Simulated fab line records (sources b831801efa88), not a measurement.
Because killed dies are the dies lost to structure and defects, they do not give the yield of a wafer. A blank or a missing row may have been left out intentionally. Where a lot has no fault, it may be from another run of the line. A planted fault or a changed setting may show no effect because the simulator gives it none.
fab line records + flow sky130
record:
- lots: 6
- wafers: 18
- last-day: 49
route steps=708 shown CAP2M@613 METAL4@621 PAD_OPEN@708
lots that met no fault: taken from a fault-free run of the same line
start-h: hours from the record's opening day to when the first of the lot's shown wafers began + wait-h: time in hours since the lot's previous step + " repeats the value in the row above + L1.1+2: several wafers, shown together as one row + - either no value or no given start + * or withheld: withheld + < > ~ a bound
route shown NAME@n: NAME is a module with steps in the file, n the number in the route of the first one + usual: mean and standard deviation over wafers with no fault + same: alike in all rows + chamber/n: place in a boat + sites: each site's reading + _std_site: their standard deviation + _edge_site: the outer-site mean with the inner-site mean subtracted + radius-mm: for every site, how far away it sits from the centre of the wafer + mask NAME#n: copy n + behind: the most recent tool/chamber to have shaped the wafer + hold: cause of the lot's hold/its duration in hours/its outcome + device: whichever transistor did not switch (one of n, p or np) + end of line: the route-end tests of the same wafers + a step given without rows: its recipe and nothing more + killed: at the first sort, the dies lost to defects and structure; wafer yield is something else + map: the dies of a wafer, with x for killed, . for not killed, _ for no die there
set.NAME: the setting that was run; set.NAME@STEP: the one run at that earlier step + model.NAME: the simulator's own value behind a step, which no gauge read
a table for each step, a row for each wafer; lots at some steps of the route
services: from which hour (start-h, from the record's first day; less than 0 if before it) a tool's chamber was out of use, for how many hours, and why
== steps ==
step: SKY_CAP2M_PEB_10
recipe:
- temp-c: withheld
- time-s: *
- resist: NOVOLAK
step: SKY_CAP2M_DEVELOP_11
recipe:
- resist: NOVOLAK
- developer: TMAH
- develop-time-s: 60
- dev-temp-c: 23
step: SKY_CAP2M_OVL_MEAS_12
usual:
- CAP2M_OVL: 0.6/1.7
| lot.wafer | tool       | chamber | start-h | wait-h | CAP2M_OVL[nm] |
|-----------|------------|---------|---------|--------|---------------|
| L775.1    | overlay-02 | -       | 1004.60 | 0.1    | -0.6          |
| L775.2    | "          | -       | "       | "      | -0.7          |
| L775.5    | "          | -       | "       | "      | 1.1           |
| L778.2    | overlay-01 | -       | 1006.45 | 0.1    | -4.2          |
| L778.3    | "          | -       | "       | "      | -1.3          |
| L778.6    | "          | -       | "       | "      | -1.6          |
| L782.1    | overlay-02 | -       | 1031.09 | 0.1    | 1.8           |
| L782.2    | "          | -       | "       | "      | 0.4           |
| L782.5    | "          | -       | "       | "      | 2.4           |
| L783.2    | overlay-01 | -       | 1034.75 | 0.1    | -0.4          |
| L783.3    | "          | -       | "       | "      | -0.9          |
| L783.5    | "          | -       | "       | "      | 1.4           |
| L786.1    | overlay-01 | -       | 1050.30 | 0.1    | 0.1           |
| L786.2    | "          | -       | "       | "      | -1.3          |
| L786.4    | "          | -       | "       | "      | -0.6          |
| L792.2    | overlay-01 | -       | 1082.51 | 0.1    | 2.9           |
| L792.3    | "          | -       | "       | "      | 3.0           |
| L792.4    | "          | -       | "       | "      | 2.4           |
step: SKY_CAP2M_METAL_ETCH_13
recipe:
- target-depth-nm: 220
- stop-on: SiO2
- chemistry: Cl2/BCl3
- target: TiN
- pressure-mtorr: 10
- icp-w: 900
- bias-w: 48.5
- Cl2_flow_sccm: 60
- bcl3-flow-sccm: 30
- time-s: 62.9
usual:
- drypump-motor-current-A: 5.83/0.28
- oes-product-au: 0.942/0.0071
- throttle-valve-pct: 21.901/0.01
| lot.wafer | tool         | chamber | start-h | wait-h | drypump-motor-current-A | oes-product-au | rf-hours-counter-h | throttle-valve-pct |
|-----------|--------------|---------|---------|--------|-------------------------|----------------|--------------------|--------------------|
| L775.1    | rie-metal-02 | 1       | 1004.64 | 0.0    | 5.95                    | 0.929          | 14                 | 21.904             |
| L775.2    | "            | 0       | "       | "      | 5.88                    | 0.932          | 5                  | 21.904             |
| L775.5    | "            | 0       | "       | "      | 5.88                    | 0.933          | -                  | 21.926             |
| L778.2    | rie-metal-03 | 1       | 1006.48 | 0.0    | 5.62                    | 0.940          | 12                 | 21.912             |
| L778.3    | "            | 1       | "       | "      | 5.60                    | 0.934          | -                  | 21.894             |
| L778.6    | "            | 1       | "       | "      | 5.60                    | 0.940          | -                  | 21.900             |
| L782.1    | rie-metal-02 | 1       | 1031.13 | 0.0    | 5.94                    | 0.954          | 16                 | 21.898             |
| L782.2    | "            | 0       | "       | "      | 5.88                    | 0.947          | 7                  | 21.896             |
| L782.5    | "            | 1       | "       | "      | 5.92                    | 0.949          | -                  | 21.898             |
| L783.2    | rie-metal-03 | 0       | 1034.78 | 0.0    | 5.55                    | 0.953          | 21                 | 21.896             |
| L783.3    | "            | 1       | "       | "      | 5.60                    | 0.954          | -                  | 21.887             |
| L783.5    | "            | 0       | "       | "      | 5.58                    | 0.951          | -                  | 21.913             |
| L786.1    | rie-metal-02 | 0       | 1050.34 | 0.0    | 5.88                    | 0.945          | 8                  | 21.901             |
| L786.2    | "            | 1       | "       | "      | 5.94                    | 0.945          | 17                 | 21.903             |
| L786.4    | "            | 1       | "       | "      | 5.97                    | 0.952          | -                  | 21.887             |
| L792.2    | rie-metal-03 | 1       | 1082.54 | 0.0    | 5.60                    | 0.957          | 18                 | 21.904             |
| L792.3    | "            | 0       | "       | "      | 5.57                    | 0.943          | -                  | 21.896             |
| L792.4    | "            | 1       | "       | "      | 5.61                    | 0.955          | -                  | 21.893             |
step: SKY_CAP2M_STRIP_14
recipe:
- chemistry: O2/N2
- power-w: 1400
- pressure-mtorr: 1500
- platen-temp-c: withheld
- o2-flow-sccm: 3000
- n2-flow-sccm: 300
- overash-fraction: 0.5
usual:
- drypump-motor-current-A: 5.6/0.39
- oes-product-au: 0.710/0.0043
- strip-time-to-endpoint-s: 12.65/0.046
| lot.wafer | tool            | chamber | start-h | wait-h | drypump-motor-current-A | oes-product-au | rf-hours-counter-h | strip-time-to-endpoint-s |
|-----------|-----------------|---------|---------|--------|-------------------------|----------------|--------------------|--------------------------|
| L775.1    | plasma-asher-03 | 1       | 1004.71 | 0.1    | 5.0                     | 0.711          | 91                 | 12.63                    |
| L775.2    | "               | 0       | "       | "      | 5.4                     | 0.711          | 91                 | 12.61                    |
| L775.5    | "               | 1       | "       | "      | 5.0                     | 0.707          | -                  | 12.63                    |
| L778.2    | plasma-asher-04 | 1       | 1006.55 | 0.1    | 5.7                     | 0.711          | 113                | 12.61                    |
| L778.3    | "               | 1       | "       | "      | 5.7                     | 0.710          | -                  | 12.65                    |
| L778.6    | "               | 0       | "       | "      | 6.1                     | 0.705          | -                  | 12.65                    |
| L782.1    | plasma-asher-04 | 0       | 1031.20 | 0.1    | 6.1                     | 0.701          | 116                | 12.66                    |
| L782.2    | "               | 1       | "       | "      | 5.7                     | 0.712          | 116                | 12.66                    |
| L782.5    | "               | 0       | "       | "      | 6.1                     | 0.708          | -                  | 12.63                    |
| L783.2    | plasma-asher-02 | 0       | 1034.85 | 0.1    | 5.6                     | 0.712          | 27                 | 12.71                    |
| L783.3    | "               | 0       | "       | "      | 5.6                     | 0.707          | -                  | 12.61                    |
| L783.5    | "               | 1       | "       | "      | 5.1                     | 0.699          | -                  | 12.66                    |
| L786.1    | plasma-asher-04 | 1       | 1050.41 | 0.1    | 5.7                     | 0.707          | 118                | 12.64                    |
| L786.2    | "               | 0       | "       | "      | 6.1                     | 0.709          | 118                | 12.65                    |
| L786.4    | "               | 1       | "       | "      | 5.6                     | 0.709          | -                  | 12.70                    |
| L792.2    | plasma-asher-03 | 0       | 1082.61 | 0.1    | 5.4                     | 0.703          | 100                | 12.64                    |
| L792.3    | "               | 0       | "       | "      | 5.5                     | 0.715          | -                  | 12.65                    |
| L792.4    | "               | 1       | "       | "      | 5.0                     | 0.706          | -                  | 12.65                    |
step: SKY_CAP2M_STRIP_15
recipe:
- chemistry: post-etch-residue-remover
- time-s: 1200
- temp-c: 72.5
step: SKY_CAP2M_CLEAN_16
recipe:
- chemistry: IPA
- time-s: 180
- temp-c: 25
step: SKY_CAP2M_CLEAN_17
recipe:
- chemistry: O3/DIW
- dry: n2-spin
step: SKY_METAL4_DEHYDRATE_05
recipe:
- temp-c: 200
- time-s: 60
step: SKY_METAL4_HMDS_06
recipe:
- prime-time-s: 60
- prime-temp-c: 120
step: SKY_METAL4_COAT_07
recipe:
- resist: BARC
- temp-c: withheld
- time-s: withheld
- spin-rpm: 3000
- resist-thk-nm: 60
step: SKY_METAL4_COAT_08
recipe:
- resist: KrF-thick
- spin-rpm: 3000
- resist-thk-nm: 1140
step: SKY_METAL4_SOFTBAKE_09
recipe:
- temp-c: 100
- time-s: 90
- resist: KrF-thick
usual:
- heater-power-total-W: 57.34/0.12
- resist-line-temp-C: 23.02/0.11
- run-length-s: 119.22/0.15
| lot.wafer | tool           | chamber | start-h | wait-h | heater-power-total-W | resist-line-temp-C | run-length-s |
|-----------|----------------|---------|---------|--------|----------------------|--------------------|--------------|
| L775.1    | litho-track-01 | 0       | 1016    | -      | 57.33                | 22.91              | 119.28       |
| L775.2    | "              | 0       | "       | "      | 57.31                | 23.04              | 119.34       |
| L775.5    | "              | 0       | "       | "      | 57.31                | 23.03              | 119.21       |
| L778.2    | litho-track-03 | 0       | 1019    | -      | 57.21                | 23.02              | 119.02       |
| L778.3    | "              | 0       | "       | "      | 57.27                | 23.18              | 119.07       |
| L778.6    | "              | 0       | "       | "      | 57.22                | 23.08              | 118.99       |
| L782.1    | litho-track-01 | 0       | 1042    | -      | 59.25                | 23.00              | 111.50       |
| L782.2    | "              | 0       | "       | "      | 59.16                | 22.96              | 111.65       |
| L782.5    | "              | 0       | "       | "      | 58.95                | 22.91              | 111.77       |
| L783.2    | litho-track-02 | 0       | 1047    | -      | 57.33                | 22.90              | 119.11       |
| L783.3    | "              | 0       | "       | "      | 57.10                | 23.03              | 119.29       |
| L783.5    | "              | 0       | "       | "      | 57.24                | 23.02              | 119.26       |
| L786.1    | litho-track-01 | 0       | 1061    | -      | 59.26                | 23.18              | 111.67       |
| L786.2    | "              | 0       | "       | "      | 59.25                | 22.95              | 111.73       |
| L786.4    | "              | 0       | "       | "      | 59.23                | 22.91              | 111.64       |
| L792.2    | litho-track-02 | 0       | 1093    | -      | 57.46                | 23.03              | 119.32       |
| L792.3    | "              | 0       | "       | "      | 57.48                | 22.89              | 119.39       |
| L792.4    | "              | 0       | "       | "      | 57.41                | 22.94              | 119.31       |
step: SKY_METAL4_EXPOSE_10
recipe:
- mask-id: MM4
- na: 0.68
- source-shape: annular
- sigma-inner: 0.4
- sigma-outer: 0.8
- target-cd-nm: 300
- dose-mj: 28
step: SKY_PAD_OPEN_PROBE_99
usual:
- defect-limited-yield: 82.2/1.9
- killed_at_M0_to_M3: 43/6.5
- killed_at_M4_up: 3.5/1.9
- killed-at-contacts: 24/5.4
- killed-at-front-end: 16/4.8
- killed-at-other: 0.4/0.64
- killed-dies: 87/9.4
- killed-open: 47/7
- killed-short: 40/6.3
- sort_bin_3_pad_short: 0.9/0.4
- sort_bin_5_function: 10.5/1.4
- sort_bin_6_memory: 6.3/1.1
- sort-n-pass: 405/9.4
- sort-yield-pct: 82.2/1.9
same:
- gross-dies: 492
- killed-at-back-side: 0
- sort_bin_4_leakage[%]: 0
- sort_bin_8_speed[%]: 0
| lot.wafer | tool      | chamber | start-h | wait-h | defect-limited-yield[%] | killed_at_M0_to_M3 | killed_at_M4_up | killed-at-contacts | killed-at-front-end | killed-at-other | killed-dies | killed-open | killed-short | sort_bin_3_pad_short[%] | sort_bin_5_function[%] | sort_bin_6_memory[%] | sort-n-pass | sort-yield-pct[%] |
|-----------|-----------|---------|---------|--------|-------------------------|--------------------|-----------------|--------------------|---------------------|-----------------|-------------|-------------|--------------|-------------------------|------------------------|----------------------|-------------|-------------------|
| L775.1    | prober-01 | -       | 1118.85 | 0.1    | 83.5                    | 36                 | 2               | 27                 | 15                  | 1               | 81          | 42          | 39           | 0.8                     | 9.1                    | 6.5                  | 411         | 83.5              |
| L775.2    | prober-01 | -       | 1118.90 | 0.1    | 82.9                    | 38                 | 2               | 23                 | 19                  | 2               | 84          | 41          | 41           | 1.4                     | 8.9                    | 6.7                  | 408         | 82.9              |
| L775.5    | prober-01 | -       | 1119.05 | 0.2    | 83.7                    | 33                 | 7               | 23                 | 17                  | 0               | 80          | 37          | 43           | 1.0                     | 10.0                   | 5.3                  | 412         | 83.7              |
| L782.1    | prober-01 | -       | 1141.81 | 0.1    | 85.2                    | 39                 | 5               | 18                 | 9                   | 2               | 73          | 35          | 36           | 1.0                     | 9.3                    | 4.5                  | 419         | 85.2              |
| L782.2    | prober-01 | -       | 1141.86 | 0.1    | 80.5                    | 38                 | 3               | 39                 | 15                  | 1               | 96          | 57          | 38           | 0.6                     | 13.0                   | 5.9                  | 396         | 80.5              |
| L782.5    | prober-01 | -       | 1142.01 | 0.2    | 80.1                    | 41                 | 8               | 28                 | 21                  | 0               | 98          | 52          | 45           | 0.4                     | 12.4                   | 7.1                  | 394         | 80.1              |
| L786.1    | prober-01 | -       | 1157.31 | 0.1    | 81.1                    | 55                 | 6               | 25                 | 6                   | 1               | 93          | 55          | 38           | 1.4                     | 10.2                   | 7.3                  | 399         | 81.1              |
| L786.2    | prober-01 | -       | 1157.36 | 0.1    | 79.1                    | 52                 | 5               | 33                 | 13                  | 0               | 103         | 57          | 46           | 1.4                     | 12.0                   | 7.5                  | 389         | 79.1              |
| L786.4    | prober-01 | -       | 1157.46 | 0.2    | 85.6                    | 37                 | 2               | 22                 | 10                  | 0               | 71          | 36          | 35           | 0.4                     | 9.3                    | 4.7                  | 421         | 85.6              |
| L792.2    | prober-01 | -       | 1184.43 | 0.1    | 81.9                    | 38                 | 2               | 33                 | 16                  | 0               | 89          | 53          | 36           | 1.0                     | 10.6                   | 6.5                  | 403         | 81.9              |
| L792.3    | prober-01 | -       | 1184.48 | 0.2    | 83.3                    | 37                 | 3               | 21                 | 21                  | 0               | 82          | 51          | 31           | 0.6                     | 12.0                   | 4.1                  | 410         | 83.3              |
| L792.4    | prober-01 | -       | 1184.53 | 0.2    | 83.1                    | 43                 | 3               | 25                 | 12                  | 0               | 83          | 42          | 39           | 0.4                     | 11.0                   | 5.5                  | 409         | 83.1              |
killed by level:class
L775.1 CONTACT:geometric-particle:open=13 VIA1:geometric-particle:open=7 CONTACT:geometric-particle:short=6 LI_CONTACT:geometric-particle:open=5 FIELD_ISO:geometric-particle:open=4 POLY_GATE:geometric-particle:short=4 VIA2:geometric-particle:open=4 METAL3:geometric-particle:short=4
L775.2 VIA2:geometric-particle:open=11 LOCAL_INTERCONNECT:geometric-particle:short=9 CONTACT:geometric-particle:open=7 METAL1:geometric-particle:short=5 LI_CONTACT:geometric-particle:open=5 METAL2:geometric-particle:short=5 VIA2:geometric-particle:short=5 VIA3:geometric-particle:open=5
L775.5 VIA1:geometric-particle:open=6 LI_CONTACT:geometric-particle:open=5 LOCAL_INTERCONNECT:geometric-particle:short=5 CONTACT:geometric-particle:short=5 CONTACT:geometric-particle:open=5 VIA2:geometric-particle:short=5 METAL4:geometric-particle:short=5 FIELD_ISO:geometric-particle:open=4
L782.1 VIA1:geometric-particle:open=8 METAL1:geometric-particle:short=6 LOCAL_INTERCONNECT:geometric-particle:short=5 CONTACT:geometric-particle:open=5 VIA1:geometric-particle:short=5 METAL2:geometric-particle:short=5 VIA2:geometric-particle:open=5 LI_CONTACT:geometric-particle:short=3
L782.2 CONTACT:geometric-particle:open=17 VIA1:geometric-particle:open=13 VIA2:geometric-particle:open=8 CONTACT:geometric-particle:short=7 LI_CONTACT:geometric-particle:short=6 LOCAL_INTERCONNECT:geometric-particle:short=4 VIA3:geometric-particle:open=4 METAL3:geometric-particle:short=4
L782.5 CONTACT:geometric-particle:open=11 FIELD_ISO:geometric-particle:short=9 VIA1:geometric-particle:open=8 FIELD_ISO:geometric-particle:open=6 VIA3:geometric-particle:open=6 LOCAL_INTERCONNECT:geometric-particle:short=6 VIA1:geometric-particle:short=6 METAL4:geometric-particle:short=6
L786.1 VIA2:geometric-particle:open=13 CONTACT:geometric-particle:open=10 VIA1:geometric-particle:open=9 VIA3:geometric-particle:open=8 LI_CONTACT:geometric-particle:open=7 METAL1:geometric-particle:short=7 CONTACT:geometric-particle:short=5 METAL4:geometric-particle:short=5
L786.2 CONTACT:geometric-particle:open=15 VIA1:geometric-particle:open=10 VIA2:geometric-particle:open=9 METAL2:geometric-particle:short=8 LI_CONTACT:geometric-particle:open=5 LOCAL_INTERCONNECT:geometric-particle:short=5 METAL1:geometric-particle:short=5 CONTACT:geometric-particle:short=5
L786.4 CONTACT:geometric-particle:open=9 METAL1:geometric-particle:short=6 VIA3:geometric-particle:short=5 VIA3:geometric-particle:open=5 FIELD_ISO:geometric-particle:short=4 LI_CONTACT:geometric-particle:open=4 LOCAL_INTERCONNECT:geometric-particle:short=4 VIA1:geometric-particle:open=4
L792.2 LI_CONTACT:geometric-particle:open=11 CONTACT:geometric-particle:open=11 METAL1:geometric-particle:short=7 VIA2:geometric-particle:open=7 CONTACT:geometric-particle:short=6 VIA3:geometric-particle:open=6 POLY_GATE:geometric-particle:short=5 FIELD_ISO:geometric-particle:short=4
L792.3 VIA3:geometric-particle:open=9 CONTACT:geometric-particle:open=8 VIA1:geometric-particle:open=7 VIA2:geometric-particle:open=7 POLY_GATE:geometric-particle:short=5 POLY_GATE:geometric-particle:open=5 LI_CONTACT:geometric-particle:open=5 FIELD_ISO:geometric-particle:open=4
L792.4 CONTACT:geometric-particle:open=10 CONTACT:geometric-particle:short=8 VIA1:geometric-particle:open=8 VIA2:geometric-particle:open=7 METAL2:geometric-particle:short=6 VIA3:geometric-particle:open=6 VIA1:geometric-particle:short=5 LI_CONTACT:geometric-particle:open=4
== services ==
| tool            | chamber | start-h | hours | kind           |
|-----------------|---------|---------|-------|----------------|
| plasma-asher-02 | -       | 996.90  | 28.1  | pm             |
| rie-metal-03    | 0       | 1037.80 | -     | clean          |
| rie-metal-03    | 0       | 1037.80 | 22.1  | scheduled-down |
| rie-metal-03    | 0       | 1037.80 | 22.1  | vent-cycle     |
| plasma-asher-04 | -       | 1039.34 | 0.6   | repair         |
| plasma-asher-04 | -       | 1045.70 | 1.9   | repair         |
| plasma-asher-03 | -       | 1049.81 | 0.6   | repair         |
| plasma-asher-04 | -       | 1055.25 | 9.0   | pm             |
| plasma-asher-04 | 0       | 1055.25 | 9.0   | vent-cycle     |
| plasma-asher-04 | 1       | 1055.25 | 9.0   | vent-cycle     |
| plasma-asher-04 | 0       | 1064.25 | -     | clean          |
| plasma-asher-04 | 1       | 1064.25 | -     | clean          |
| rie-metal-03    | -       | 1081.76 | 0.7   | repair         |
| plasma-asher-02 | -       | 1082.03 | 0.9   | repair         |
== key ==
first-sign:
- step: SKY_METAL4_SOFTBAKE_09
- reading: run-length-s
- direction: down
- sigmas: 50
- usual: *
- struck: *
effect:
- step: SKY_METAL4_SOFTBAKE_09
- reading: heater-power-total-W
- direction: up
- sigmas: 15
- usual: *
- struck: *
met-at SKY_METAL4_SOFTBAKE_09
struck-wafers L782.1,L782.2,L782.5,L786.1,L786.2,L786.4
onset-between 1016 1042
fault:
- kind: process-parameter-drift
- tool: litho-track-01
- chamber: -
- onset-h: 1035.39
- steps: SKY_METAL4_SOFTBAKE_09
- channel: time-s
- offset: *
- shape: step
- end-h: 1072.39
- acts-in: *
- stated: *
